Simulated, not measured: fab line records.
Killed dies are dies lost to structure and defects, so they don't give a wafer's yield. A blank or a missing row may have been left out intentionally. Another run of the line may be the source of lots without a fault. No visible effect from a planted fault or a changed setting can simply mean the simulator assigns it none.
Struck lot and sound lot, side by side :: flow sfq line :: 21 steps out of a route of 325
Sound: wafers L481.1, L481.4, L481.6. Struck: wafers L487.4, L487.5, L487.6. The cause is given at the end.
Each step with rows lists, per side, the tool, then ch with its chambers, then its first start. Under that, the readings that differ: sound wafers :: struck wafers :: difference of the means :: sigmas: that difference in standard deviations of wafers without a fault.
alike: readings whose means differ by less than 2 such deviations, and words and numbers that are the same on both sides. not compared: withheld readings, readings that some wafer has no value for, bounds like >300 that may hide the same value, and numbers for which the record gives no deviation and whose values overlap.
The two part at a step that has a row with sigmas, a row that says differs or no value, or rows on one side only. Numbers that have no deviation but don't overlap get no sigmas and don't part them. A reading missing from all wafers of one side parts the sides only when that side holds two or more wafers.

first, 3 steps without rows for these wafers: SFQ_TRILAYER_M7_LITHO_EXPOSE_178 (exposes mask M7, target cd 500 nm); SFQ_TRILAYER_M7_LITHO_PEB_180 (peb time 60 s); SFQ_TRILAYER_M7_LITHO_DEVELOP_179 (time 60 s).
SFQ_M7_OVL_MEAS_945:
  struck on overlay-01, day 66 23:34; sound on overlay-02, day 66 00:49
  alike: M7_OVL
then, 1 step without rows for these wafers: SFQ_TRILAYER_M7_BARC_OPEN_METAL_ETCH_229 (etches BARC in O2, target depth 125 nm, time 41.7 s).
SFQ_TRILAYER_M7_ETCH_METAL_ETCH_180: etches Nb in Cl2/Ar, stops on SiO2, target depth 240 nm, time 120 s.
  sound on rie metal-02 ch 0,1, day 66 00:55; struck on rie metal-04 ch 0,1, day 66 23:41
  alike: drypump motor current A, oes product au
  not compared: rf hours counter h
then, 2 steps without rows for these wafers: SFQ_TRILAYER_M7_STRIP_STRIP_181 (strips in O2); SFQ_TRILAYER_M7_STRIP_SOLV_CLEAN_182 (cleans in NMP, time 600 s).
SFQ_TRILAYER_I7_DEP_PECVD_183: deposits SiO2 from SiH4/N2O, time 111.11 s, target thk 500 nm.
  sound on pecvd-03 ch 1,2, day 66 01:49; struck on pecvd-01 ch 0,1,2, day 67 00:46
  alike: heater power w, throttle valve pct
SFQ_TRILAYER_I7_CMP_CMP_184: polishes SiO2.
  sound on cmp-01 ch 1,2,3, day 66 02:24; struck on cmp-01 ch 0,1,2, day 67 01:48
  alike: motor current A, time to endpoint s
SFQ_I7_BOW_MEAS_946:
  struck on film metro-01, day 67 03:52; sound on film metro-03, day 66 04:54
  alike: I7_BOW
SFQ_TRILAYER_I7_METRO_MEASURE_185:
  struck on film metro-01, day 67 04:31; sound on film metro-03, day 66 05:01
  alike: thk nm
SFQ_TRILAYER_I7_VIA_LITHO_COAT_192: resist thk 62 nm.
  sound on litho track-02 ch 0, day 66 06:13; struck on litho track-04 ch 0, day 67 05:16
reading: spin speed rpm (rpm)
sound: 2995.8 2999.9 2998.7
struck: 3100.3 3099.0 3098.5
difference: +101.1
sigmas: +51

reading: model.BARC_of_TRILAYER_I7_VIA_LITHO_COAT_192.thk nm (nm)
sound: 62.23 62.13 62.32
struck: 60.94 60.92 60.85
difference: -1.32
sigmas: 
  alike: resist line temp C
then, 5 steps without rows for these wafers: SFQ_TRILAYER_I7_VIA_LITHO_COAT_187 (resist thk 650 nm); SFQ_TRILAYER_I7_VIA_LITHO_SOFTBAKE_191; SFQ_TRILAYER_I7_VIA_LITHO_EXPOSE_188 (exposes mask I7, target cd 1000 nm); SFQ_TRILAYER_I7_VIA_LITHO_PEB_190 (peb time 60 s); SFQ_TRILAYER_I7_VIA_LITHO_DEVELOP_189 (time 60 s).
-- the record jumps here: 4 days lie between the struck wafers' starts before and after --
SFQ_I7_OVL_MEAS_947:
  struck on overlay-01, day 70 23:05; sound on overlay-01, day 70 13:28
  alike: I7_OVL
SFQ_TRILAYER_I7_VIA_BARC_OPEN_VIA_ETCH_260: etches BARC in O2, target depth 125 nm, time 41.7 s.
  sound on rie diel-04 ch 0,2, day 70 13:30; struck on rie diel-04 ch 1,2, day 70 23:06
reading: model.etch.depth nm (nm)
sound: 62.23 62.13 62.32
struck: 60.94 60.92 60.85
difference: -1.32
sigmas: 
  alike: drypump motor current A, oes product au
  not compared: rf hours counter h
SFQ_TRILAYER_I7_VIA_ETCH_VIA_ETCH_190: etches SiO2 in CHF3, stops on Nb, target depth 260 nm.
  sound on rie diel-04 ch 0,2, day 70 13:32; struck on rie diel-04 ch 1,2, day 70 23:08
reading: oes product au (a.u.)
sound: 0.870 0.859 0.865
struck: 0.847 0.849 0.857
difference: -0.014
sigmas: -2
  alike: drypump motor current A

## WHERE THEY PART
At SFQ_TRILAYER_I7_VIA_LITHO_COAT_192 first; at SFQ_TRILAYER_I7_VIA_ETCH_VIA_ETCH_190 last (within this record only).

WHY: the cause the simulator had injected
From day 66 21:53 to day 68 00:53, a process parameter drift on litho track-04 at SFQ_TRILAYER_I7_VIA_LITHO_COAT_192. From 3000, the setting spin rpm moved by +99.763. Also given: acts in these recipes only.
